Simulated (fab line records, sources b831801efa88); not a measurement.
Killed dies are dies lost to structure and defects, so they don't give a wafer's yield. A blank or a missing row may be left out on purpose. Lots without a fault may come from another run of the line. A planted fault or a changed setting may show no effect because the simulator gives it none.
Chamber matching | flow gf180mcu | GF_V4_CVD_02 on pecvd-02: 3 sister chambers
The step deposits SiO2 from TEOS, target thk 850 nm, time 94.851 s. 6 wafers are shown with their chamber, then 9 later ones without.

WAFERS WITH THEIR CHAMBER
wafer  | chamber | heater_power_w (W)
L086.1 | 0       | 597
L086.2 | 2       | 811
L086.3 | 1       | 643
L086.4 | 2       | 855
L086.5 | 1       | 679
L086.6 | 0       | 657

WAFERS WITHOUT THEIR CHAMBER
wafer  | heater_power_w (W)
L089.3 | 580
L089.4 | 882
L089.6 | 623
L092.1 | 606
L092.2 | 716
L092.3 | 644
L092.4 | 763
L092.5 | 661
L092.6 | 648

WHICH CHAMBER EACH WENT THROUGH
wafer  | from the rows above          | in truth
L089.3 | can't be placed: 0 or 1      | 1
L089.4 | 2                            | 2
L089.6 | can't be placed: 0 or 1      | 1
L092.1 | can't be placed: 0 or 1      | 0
L092.2 | can't be placed: 1 or 0 or 2 | 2
L092.3 | can't be placed: 0 or 1      | 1
L092.4 | can't be placed: 2 or 1 or 0 | 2
L092.5 | can't be placed: 1 or 0      | 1
L092.6 | can't be placed: 1 or 0      | 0
Placed correctly: 1 of 9. Can't be placed from these rows: 8 (the true chamber is among the candidates in 8). Placed wrongly: 0.
How it was worked out, from the rows above alone: a wafer's distance from a chamber is the root of the sum, over the readings, of the square of ((its reading less the chamber's mean) divided by the reading's scatter). The wafer belongs to the nearest chamber; if the next one is less than 2 further off, it can't be placed. A chamber's mean is the mean of its shown wafers. The scatter: the root of (the sum of the squares of (reading less its chamber's mean) over the shown wafers, divided by (wafers less chambers)).
